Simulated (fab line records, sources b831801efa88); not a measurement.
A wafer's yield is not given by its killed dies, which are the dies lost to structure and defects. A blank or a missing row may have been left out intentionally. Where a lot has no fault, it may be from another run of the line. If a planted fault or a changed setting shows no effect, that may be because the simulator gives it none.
fab line records    flow gf180mcu
record lots=13  wafers=39  lastDay=34
route steps=602 shown MVPSD@85 DUAL_GATE@143 M1@316
lots that met no fault: from a run of the same line without faults
startH: hours from the record's opening day to when the first of the lot's shown wafers began    waitH: hours from the lot's prior step to this one    " the same as in the row above    L1.1+2: several wafers, shown together as one row    - no value, or no start given    * or withheld: withheld    < > ~ a bound
route shown NAME@n: a module of which the file shows steps, and the number in the route of the first    usual: average and standard deviation across the fault-free wafers    same: alike in all rows    chamber/n: place in a boat    sites: each site's reading    _std_site: standard deviation across them    _edge_site: outer sites' mean less inner sites'    radiusMm: for every site, how far away it sits from the centre of the wafer    mask NAME#n: copy n    behind: the most recent tool/chamber to have shaped the wafer    hold: the reason the lot was held/the length of the hold in hours/how it ended    device: the transistor (n, p or np) that didn't switch    end of line: tests run on the same wafers once the route is complete    a step with no rows: only its recipe    killed: the dies lost at the first sort to structure and to defects; this is not the yield of the wafer    map: a wafer's dies, x killed, . not, _ none there
set.NAME: setting as actually run; set.NAME@STEP: the setting as run at that earlier step    model.NAME: the simulator's own value behind a step, which no gauge read
a sample of lots followed through the steps of the route, with each step as a table and each wafer as a row
services: when a tool's chamber went out of use (startH, in hours from the record's first day, below 0 if earlier), for how many hours, and the reason
## steps
# step GF_MVPSD_OVL_MEAS_07
# usual MVPSD_OVL=1.2/1.3
lot.wafer  tool        chamber  startH  waitH  MVPSD_OVL[nm]
L600.1     overlay-01  -        98.88   -      0.8
L600.2     "           -        "       "      0.4
L600.5     "           -        "       "      0.2
L601.2     overlay-01  -        106.00  -      1.8
L601.3     "           -        "       "      1.7
L601.4     "           -        "       "      1.6
L604.3     overlay-02  -        122.11  -      1.8
L604.5     "           -        "       "      1.4
L604.6     "           -        "       "      2.6
L606.3     overlay-02  -        132.46  -      2.4
L606.5     "           -        "       "      0.5
L606.6     "           -        "       "      0.7
L607.2     overlay-01  -        139.29  -      3.7
L607.3     "           -        "       "      2.0
L607.6     "           -        "       "      2.1
L608.1     overlay-01  -        143.94  -      1.2
L608.2     "           -        "       "      1.8
L608.5     "           -        "       "      1.5
L610.1     overlay-02  -        156.30  -      3.4
L610.3     "           -        "       "      4.4
L610.5     "           -        "       "      6.4
L611.1     overlay-01  -        162.54  -      3.2
L611.3     "           -        "       "      2.8
L611.5     "           -        "       "      3.3
L612.1     overlay-02  -        167.00  -      -1.3
L612.3     "           -        "       "      0.6
L612.4     "           -        "       "      -0.9
L613.2     overlay-02  -        173.21  -      0.8
L613.4     "           -        "       "      1.0
L613.6     "           -        "       "      1.3
L616.1     overlay-01  -        193.19  -      1.5
L616.4     "           -        "       "      0.4
L616.6     "           -        "       "      0.5
L619.2     overlay-01  -        209.56  -      1.7
L619.3     "           -        "       "      1.8
L619.4     "           -        "       "      1.8
L623.2     overlay-01  -        237.04  -      2.9
L623.5     "           -        "       "      1.9
L623.6     "           -        "       "      1.4
# step GF_DUAL_GATE_OXIDATION_02
# recipe tempC=900  ambient=O2  stabiliseS=600  purgeS=300  targetThkA=108.87  oxTimeS=1602
# usual oxTempC=900.0/0.39  spikeTcBottomC=917.4/1.5
# same stabiliseS=600
lot.wafer  tool        chamber  startH  waitH  oxTempC  spikeTcBottomC
L600.1     furnace-01  0        162.96  1.6    899.8    916.2
L600.2     "           0        "       "      899.5    916.2
L600.5     "           0        "       "      899.8    915.9
L601.2     furnace-01  0        168.98  0.0    900.2    916.6
L601.3     "           0        "       "      900.3    917.2
L601.4     "           0        "       "      900.6    917.9
L604.3     furnace-01  0        187.22  0.6    899.2    917.4
L604.5     "           0        "       "      899.6    915.8
L604.6     "           0        "       "      900.7    915.8
L606.3     furnace-01  0        201.51  1.3    900.3    917.2
L606.5     "           0        "       "      900.4    914.5
L606.6     "           0        "       "      900.0    915.7
L607.2     furnace-01  0        206.51  0.7    900.2    916.6
L607.3     "           0        "       "      899.8    916.3
L607.6     "           0        "       "      900.7    916.3
L608.1     furnace-01  0        213.06  0.8    900.1    917.8
L608.2     "           0        "       "      900.5    916.9
L608.5     "           0        "       "      900.0    915.8
L610.1     furnace-02  0        228.44  2.0    900.1    919.6
L610.3     "           0        "       "      899.2    918.4
L610.5     "           0        "       "      900.1    920.1
L611.1     furnace-02  0        231.78  0.0    899.6    919.9
L611.3     "           0        "       "      899.5    921.4
L611.5     "           0        "       "      900.2    918.1
L612.1     furnace-02  0        239.04  1.1    899.9    917.9
L612.3     "           0        "       "      899.5    919.6
L612.4     "           0        "       "      899.7    917.8
L612.1     furnace-01  0        241.51  1.0    900.3    915.3
L612.3     "           0        "       "      900.1    916.8
L612.4     "           0        "       "      900.6    916.0
L613.2     furnace-01  0        244.78  0.0    900.1    915.3
L613.4     "           0        "       "      899.6    916.7
L613.6     "           0        "       "      900.1    915.2
L616.1     furnace-02  0        268.00  0.0    900.0    919.1
L616.4     "           0        "       "      900.0    917.9
L616.6     "           0        "       "      900.1    918.8
L616.1     furnace-01  0        269.98  0.5    899.7    916.7
L616.4     "           0        "       "      900.5    915.5
L616.6     "           0        "       "      900.4    916.2
L619.2     furnace-01  0        288.04  0.0    900.0    915.5
L619.3     "           0        "       "      899.8    915.5
L619.4     "           0        "       "      900.4    916.1
L623.2     furnace-02  0        318.51  0.0    900.4    919.9
L623.5     "           0        "       "      899.8    918.7
L623.6     "           0        "       "      900.7    918.8
# step GF_DUAL_GATE_THK_MEAS_03
# recipe reads=SiO2_of_DUAL_GATE_OXIDATION_02
# usual DUAL_GATE_OXIDATION_00_THK=10.93/0.22
lot.wafer  tool          chamber  startH  waitH  DUAL_GATE_OXIDATION_00_THK[nm]
L600.1     filmMetro-01  -        164.40  0.0    11.08
L600.2     "             -        "       "      11.09
L600.5     "             -        "       "      11.08
L601.2     filmMetro-01  -        170.44  0.0    10.89
L601.3     "             -        "       "      11.00
L601.4     "             -        "       "      11.14
L604.3     filmMetro-01  -        188.69  0.0    10.89
L604.5     "             -        "       "      11.02
L604.6     "             -        "       "      11.29
L606.3     filmMetro-01  -        202.98  0.0    11.10
L606.5     "             -        "       "      11.01
L606.6     "             -        "       "      11.15
L607.2     filmMetro-02  -        207.97  0.0    11.32
L607.3     "             -        "       "      11.21
L607.6     "             -        "       "      11.30
L608.1     filmMetro-01  -        214.51  0.0    10.92
L608.2     "             -        "       "      10.86
L608.5     "             -        "       "      10.80
L610.1     filmMetro-02  -        229.88  0.0    10.75
L610.3     "             -        "       "      10.86
L610.5     "             -        "       "      11.06
L611.1     filmMetro-02  -        233.22  0.0    10.67
L611.3     "             -        "       "      10.59
L611.5     "             -        "       "      10.79
L612.1     filmMetro-02  -        242.96  0.0    17.59
L612.3     "             -        "       "      17.80
L612.4     "             -        "       "      17.80
L612.1     filmMetro-02  -        243.19  0.2    17.64
L612.3     "             -        "       "      17.74
L612.4     "             -        "       "      17.79
L613.2     filmMetro-01  -        246.23  0.0    11.28
L613.4     "             -        "       "      11.26
L613.6     "             -        "       "      11.30
L616.1     filmMetro-03  -        271.43  0.0    17.32
L616.4     "             -        "       "      17.64
L616.6     "             -        "       "      18.06
L616.1     filmMetro-03  -        271.66  0.2    17.31
L616.4     "             -        "       "      17.58
L616.6     "             -        "       "      18.00
L619.2     filmMetro-01  -        289.49  0.0    11.16
L619.3     "             -        "       "      11.15
L619.4     "             -        "       "      11.07
L623.2     filmMetro-01  -        319.96  0.0    10.86
L623.5     "             -        "       "      10.87
L623.6     "             -        "       "      10.63
# step GF_M1_SPUTTER_01
# recipe material=TiN  targetThkNm=30  powerW=6500  timeS=25  chamberPressurePa=0.4
# usual throttleValvePct=30.2/0.95
lot.wafer  tool           chamber  startH  waitH  throttleValvePct
L600.1     pvdSputter-03  -        371.81  0.1    31.4
L600.2     "              -        "       "      30.9
L600.5     "              -        "       "      30.9
L601.2     pvdSputter-01  -        379.19  0.1    31.6
L601.3     "              -        "       "      29.7
L601.4     "              -        "       "      28.2
L604.3     pvdSputter-03  -        405.97  0.1    30.4
L604.5     "              -        "       "      29.9
L604.6     "              -        "       "      30.2
L606.3     pvdSputter-03  -        422.93  0.1    29.7
L606.5     "              -        "       "      31.7
L606.6     "              -        "       "      30.8
L607.2     pvdSputter-01  -        430.01  0.1    28.2
L607.3     "              -        "       "      31.3
L607.6     "              -        "       "      29.3
L608.1     pvdSputter-02  -        436.58  0.1    29.8
L608.2     "              -        "       "      29.6
L608.5     "              -        "       "      29.7
L610.1     pvdSputter-02  -        455.54  0.1    30.8
L610.3     "              -        "       "      29.5
L610.5     "              -        "       "      30.0
L611.1     pvdSputter-02  -        460.44  0.1    30.4
L611.3     "              -        "       "      29.4
L611.5     "              -        "       "      30.6
L612.1     pvdSputter-01  -        469.98  0.1    28.4
L612.3     "              -        "       "      31.2
L612.4     "              -        "       "      31.5
L613.2     pvdSputter-01  -        480.82  0.1    31.6
L613.4     "              -        "       "      31.2
L613.6     "              -        "       "      29.5
L616.1     pvdSputter-03  -        508.83  0.1    30.8
L616.4     "              -        "       "      29.7
L616.6     "              -        "       "      31.4
L619.2     pvdSputter-01  -        531.39  0.1    31.3
L619.3     "              -        "       "      28.6
L619.4     "              -        "       "      31.5
L623.2     pvdSputter-03  -        564.64  0.1    31.4
L623.5     "              -        "       "      31.7
L623.6     "              -        "       "      30.6
# step GF_M1_CD_MEAS_14
# recipe targetCdNm=230
# usual cdNm=230.1/1.4
lot.wafer  tool      chamber  startH  waitH  cdNm
L600.1     cdSem-02  -        394.30  0.1    232.6
L600.2     "         -        "       "      232.3
L600.5     "         -        "       "      232.5
L601.2     cdSem-02  -        402.40  0.1    228.3
L601.3     "         -        "       "      228.9
L601.4     "         -        "       "      228.4
L604.3     cdSem-02  -        430.34  0.1    232.3
L604.5     "         -        "       "      231.5
L604.6     "         -        "       "      229.9
L606.3     cdSem-01  -        446.74  0.1    230.4
L606.5     "         -        "       "      229.0
L606.6     "         -        "       "      227.8
L607.2     cdSem-01  -        454.52  0.1    231.2
L607.3     "         -        "       "      232.4
L607.6     "         -        "       "      230.6
L608.1     cdSem-02  -        461.18  0.1    228.9
L608.2     "         -        "       "      229.1
L608.5     "         -        "       "      229.7
L610.1     cdSem-02  -        479.78  0.1    229.2
L610.3     "         -        "       "      228.3
L610.5     "         -        "       "      228.3
L611.1     cdSem-01  -        485.00  0.1    229.2
L611.3     "         -        "       "      229.7
L611.5     "         -        "       "      229.6
L612.1     cdSem-02  -        494.85  0.1    231.5
L612.3     "         -        "       "      231.2
L612.4     "         -        "       "      230.0
L613.2     cdSem-02  -        504.22  0.1    230.1
L613.4     "         -        "       "      228.9
L613.6     "         -        "       "      231.1
L616.1     cdSem-02  -        532.35  0.1    230.4
L616.4     "         -        "       "      230.2
L616.6     "         -        "       "      230.7
L619.2     cdSem-01  -        554.27  0.1    230.7
L619.3     "         -        "       "      230.6
L619.4     "         -        "       "      230.5
L623.2     cdSem-01  -        586.82  0.1    230.4
L623.5     "         -        "       "      230.3
L623.6     "         -        "       "      230.9
## services
tool           chamber  startH  hours  kind
furnace-01     -        139.03  15.3   repair
pvdSputter-03  -        159.59  7.1    repair
furnace-02     -        188.12  4.1    pm
pvdSputter-02  -        191.90  7.2    repair
pvdSputter-01  -        199.63  26.9   repair
furnace-02     -        200.29  3.6    pm
furnace-02     -        223.17  3.7    pm
pvdSputter-01  -        272.98  10.1   repair
pvdSputter-03  -        297.80  9.8    repair
pvdSputter-01  -        303.14  10.4   repair
pvdSputter-02  -        305.26  2.0    repair
pvdSputter-02  -        356.47  1.5    repair
furnace-02     -        368.07  3.1    pm
furnace-01     -        377.77  4.5    pm
furnace-01     -        392.25  3.6    pm
pvdSputter-03  -        394.08  0.8    repair
pvdSputter-03  -        408.94  3.6    repair
pvdSputter-02  -        418.40  2.2    repair
furnace-02     -        504.24  4.3    pm
furnace-01     -        508.51  1.7    pm
furnace-01     -        511.97  9.8    repair
furnace-02     -        535.53  2.5    pm
pvdSputter-03  -        539.47  9.2    repair
furnace-01     -        545.70  3.0    pm
## key
firstSign step=GF_DUAL_GATE_OXIDATION_02  reading=visit  direction=added
effect step=GF_DUAL_GATE_THK_MEAS_03  reading=visit  direction=added
effect step=GF_DUAL_GATE_THK_MEAS_03  reading=DUAL_GATE_OXIDATION_00_THK  direction=up  sigmas=31  usual=10.93  struck=17.70
metAt GF_DUAL_GATE_OXIDATION_02
struckLots L612,L616
testerLeftOut L612,L616
notActingAt GF_MVPSD_OVL_MEAS_07,GF_M1_SPUTTER_01,GF_M1_CD_MEAS_14
fault kind=repeatedStepWhole  tool=furnace-01,furnace-02  chamber=-  onsetH=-  steps=GF_DUAL_GATE_OXIDATION_02  times=1  scope=struckLotsOnly
# testerLeftOut: of these lots the tester's yield and bins aren't shown, on N5 and GAA mostly nor the transistor test; their killed dies are dies lost to structure and defects alone, not to doping, threshold or leakage, so they don't give the yield
